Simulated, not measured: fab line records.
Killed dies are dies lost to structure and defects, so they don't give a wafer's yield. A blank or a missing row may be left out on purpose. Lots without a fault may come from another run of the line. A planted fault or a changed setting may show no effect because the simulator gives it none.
A sampling plan put to the test -- flow sky130 -- 25 faults told of in these records, all on one fab line, each judged by the records of the lots it struck
What counts as the plan is the set of the line's own looks, namely the steps on the route at which a gauge or an inspection reads a wafer and does not change it. A look can be judged if struck wafers have a number there and the file gives its usual mean and standard deviation on fault-free wafers. Caught: a look later than the fault's first step finds the struck wafers' mean 4 or more of those standard deviations (sigma) from the usual mean. On the tool: the fault's steps, tested the same way using the tool's own readings. It also counts as caught if the struck wafers ran another recipe or if their record alone is blank.

## THE FAULTS, as the simulator had put them in
1. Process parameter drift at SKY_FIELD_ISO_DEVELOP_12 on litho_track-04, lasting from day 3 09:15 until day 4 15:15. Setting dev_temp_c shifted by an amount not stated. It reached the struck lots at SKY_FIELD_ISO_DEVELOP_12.
2. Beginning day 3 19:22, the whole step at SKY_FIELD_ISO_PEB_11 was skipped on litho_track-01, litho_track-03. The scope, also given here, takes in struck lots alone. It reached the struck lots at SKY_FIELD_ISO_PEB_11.
3. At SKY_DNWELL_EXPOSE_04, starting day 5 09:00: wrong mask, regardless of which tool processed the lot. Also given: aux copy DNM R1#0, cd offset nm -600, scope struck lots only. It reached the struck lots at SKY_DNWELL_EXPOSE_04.
4. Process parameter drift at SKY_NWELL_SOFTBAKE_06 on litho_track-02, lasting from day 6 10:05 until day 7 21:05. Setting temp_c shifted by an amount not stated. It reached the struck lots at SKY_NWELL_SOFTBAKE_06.
5. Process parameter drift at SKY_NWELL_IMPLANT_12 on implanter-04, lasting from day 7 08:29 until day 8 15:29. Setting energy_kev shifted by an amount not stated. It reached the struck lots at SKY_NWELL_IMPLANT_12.
6. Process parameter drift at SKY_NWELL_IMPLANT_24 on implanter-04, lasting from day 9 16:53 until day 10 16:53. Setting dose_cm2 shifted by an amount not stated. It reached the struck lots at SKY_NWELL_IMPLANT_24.
7. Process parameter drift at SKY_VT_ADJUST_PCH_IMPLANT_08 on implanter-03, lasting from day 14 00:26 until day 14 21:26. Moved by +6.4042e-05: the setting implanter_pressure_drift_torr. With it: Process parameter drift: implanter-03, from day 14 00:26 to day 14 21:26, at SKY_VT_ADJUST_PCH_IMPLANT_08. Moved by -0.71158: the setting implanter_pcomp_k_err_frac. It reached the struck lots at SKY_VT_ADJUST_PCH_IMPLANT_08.
8. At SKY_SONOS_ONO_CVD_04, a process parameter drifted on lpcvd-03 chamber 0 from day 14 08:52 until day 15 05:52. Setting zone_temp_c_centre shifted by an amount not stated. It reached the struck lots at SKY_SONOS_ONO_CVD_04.
9. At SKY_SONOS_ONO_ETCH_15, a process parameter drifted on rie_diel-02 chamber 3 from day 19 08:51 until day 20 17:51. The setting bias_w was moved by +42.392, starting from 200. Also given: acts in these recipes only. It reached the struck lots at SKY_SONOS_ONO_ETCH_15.
10. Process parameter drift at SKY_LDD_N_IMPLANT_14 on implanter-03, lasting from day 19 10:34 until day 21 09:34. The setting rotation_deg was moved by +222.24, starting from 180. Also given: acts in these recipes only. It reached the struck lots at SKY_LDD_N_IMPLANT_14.
11. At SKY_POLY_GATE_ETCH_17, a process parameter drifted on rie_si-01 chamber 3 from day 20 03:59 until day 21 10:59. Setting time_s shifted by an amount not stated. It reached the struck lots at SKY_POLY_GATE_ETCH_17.
12. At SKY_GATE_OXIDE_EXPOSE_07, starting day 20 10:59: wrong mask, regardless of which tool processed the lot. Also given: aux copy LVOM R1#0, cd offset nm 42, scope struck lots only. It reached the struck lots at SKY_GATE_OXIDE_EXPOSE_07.
13. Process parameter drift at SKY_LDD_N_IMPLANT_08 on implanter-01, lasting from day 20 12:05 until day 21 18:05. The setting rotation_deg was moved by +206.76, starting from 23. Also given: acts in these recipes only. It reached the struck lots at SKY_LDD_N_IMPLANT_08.
14. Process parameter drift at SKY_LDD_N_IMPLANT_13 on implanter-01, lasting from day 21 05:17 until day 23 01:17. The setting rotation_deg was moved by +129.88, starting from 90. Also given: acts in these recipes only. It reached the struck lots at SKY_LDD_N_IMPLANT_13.
15. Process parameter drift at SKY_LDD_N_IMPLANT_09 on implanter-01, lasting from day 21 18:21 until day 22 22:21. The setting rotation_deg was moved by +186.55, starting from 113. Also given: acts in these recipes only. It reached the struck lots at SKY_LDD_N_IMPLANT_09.
16. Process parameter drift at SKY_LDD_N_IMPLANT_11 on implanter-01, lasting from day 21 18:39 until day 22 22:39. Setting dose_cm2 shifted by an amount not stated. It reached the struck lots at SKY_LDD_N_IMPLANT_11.
17. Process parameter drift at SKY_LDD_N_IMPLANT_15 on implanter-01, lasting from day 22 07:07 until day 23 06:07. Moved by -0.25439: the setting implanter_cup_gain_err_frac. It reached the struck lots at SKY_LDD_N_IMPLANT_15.
18. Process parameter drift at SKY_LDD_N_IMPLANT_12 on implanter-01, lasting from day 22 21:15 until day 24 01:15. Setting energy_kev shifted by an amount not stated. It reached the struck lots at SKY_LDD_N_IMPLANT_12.
19. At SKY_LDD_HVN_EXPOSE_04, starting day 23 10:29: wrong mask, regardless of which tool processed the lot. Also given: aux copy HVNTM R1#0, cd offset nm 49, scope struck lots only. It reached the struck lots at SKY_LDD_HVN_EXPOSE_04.
20. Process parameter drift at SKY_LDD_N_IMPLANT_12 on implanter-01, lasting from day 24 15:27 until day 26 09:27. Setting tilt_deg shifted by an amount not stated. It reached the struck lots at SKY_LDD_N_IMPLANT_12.
21. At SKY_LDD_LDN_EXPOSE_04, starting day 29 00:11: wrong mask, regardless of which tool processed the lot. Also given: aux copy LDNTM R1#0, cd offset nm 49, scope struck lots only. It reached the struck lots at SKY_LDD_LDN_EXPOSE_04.
22. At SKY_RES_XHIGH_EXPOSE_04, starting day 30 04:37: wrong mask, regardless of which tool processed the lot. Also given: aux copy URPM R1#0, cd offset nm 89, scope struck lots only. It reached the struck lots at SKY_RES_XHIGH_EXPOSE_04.
23. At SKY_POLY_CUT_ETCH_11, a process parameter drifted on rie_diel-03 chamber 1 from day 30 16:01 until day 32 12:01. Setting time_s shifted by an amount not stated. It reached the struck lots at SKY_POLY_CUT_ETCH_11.
24. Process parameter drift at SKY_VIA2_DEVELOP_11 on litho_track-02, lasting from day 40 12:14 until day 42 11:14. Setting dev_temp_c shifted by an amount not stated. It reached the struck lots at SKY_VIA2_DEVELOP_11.
25. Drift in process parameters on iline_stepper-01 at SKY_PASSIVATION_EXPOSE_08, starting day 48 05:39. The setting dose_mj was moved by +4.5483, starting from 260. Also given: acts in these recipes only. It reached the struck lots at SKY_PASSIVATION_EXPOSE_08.

## WHAT THE PLAN SAW
fault,on the tool itself,first look that catches it,"reading, sigma",median hours from its first step to that look,hours from the fault's start to the first struck lot there,judged looks passed uncaught
1,developer_temp_C -7.0 sigma,none of the 3 looks that can be judged after it,-,-,-,3
2,no reading that can be judged,no look after it can be judged,-,-,-,0
3,no reading that can be judged,none of the 2 looks that can be judged after it,-,-,-,2
4,plate_temp_C -6.7 sigma,not the one look that can be judged after it,-,-,-,1
5,beam_energy_keV +99 or beyond sigma,not the one look that can be judged after it,-,-,-,1
6,dose_ions_cm2 -16 sigma,not the one look that can be judged after it,-,-,-,1
7,end_station_pressure_torr +99 or beyond sigma,not the one look that can be judged after it,-,-,-,1
8,zone_power_centre_pct +26 sigma,not the one look that can be judged after it,-,-,-,1
9,bias_w +72 sigma,no look after it can be judged,-,-,-,0
10,rotation_deg +99 or beyond sigma,no look after it can be judged,-,-,-,0
11,run_length_s +8.7 sigma,not the one look that can be judged after it,"strongest: LDD_HVN_OVL at SKY_LDD_HVN_OVL_MEAS_07, -2.6",-,-,1
12,under 2 sigma,none of the 2 looks that can be judged after it,-,-,-,2
13,rotation_deg +99 or beyond sigma,not the one look that can be judged after it,-,-,-,1
14,rotation_deg +99 or beyond sigma,not the one look that can be judged after it,-,-,-,1
15,rotation_deg +99 or beyond sigma,none of the 2 looks that can be judged after it,-,-,-,2
16,dose_ions_cm2 -99 or beyond sigma,not the one look that can be judged after it,-,-,-,1
17,beam_on_s +18 sigma,none of the 3 looks that can be judged after it,-,-,-,3
18,beam_energy_keV -99 or beyond sigma,no look after it can be judged,-,-,-,0
19,under 2 sigma,no look after it can be judged,-,-,-,0
20,tilt_deg -99 or beyond sigma,no look after it can be judged,-,-,-,0
21,no reading that can be judged,none of the 2 looks that can be judged after it,-,-,-,2
22,no reading that can be judged,not the one look that can be judged after it,-,-,-,1
23,run_length_s +25 sigma,not the one look that can be judged after it,-,-,-,1
24,developer_temp_C +5.7 sigma,no look after it can be judged,-,-,-,0
25,exposure_dose_mJ_cm2 +19 sigma,no look after it can be judged,-,-,-,0
A dash: this means the fault isn't caught or the number doesn't appear in these records.

Caught at a look: 0 of 25. Caught on the tool: 19 of 25. By one or the other: 19 of 25.
Caught on the tool alone: faults 1, 4, 5, 6, 7, 8, 9, 10, 11, 13, 14, 15, 16, 17, 18, 20, 23, 24, 25.
Caught by neither: faults 2, 3, 12, 19, 21, 22.
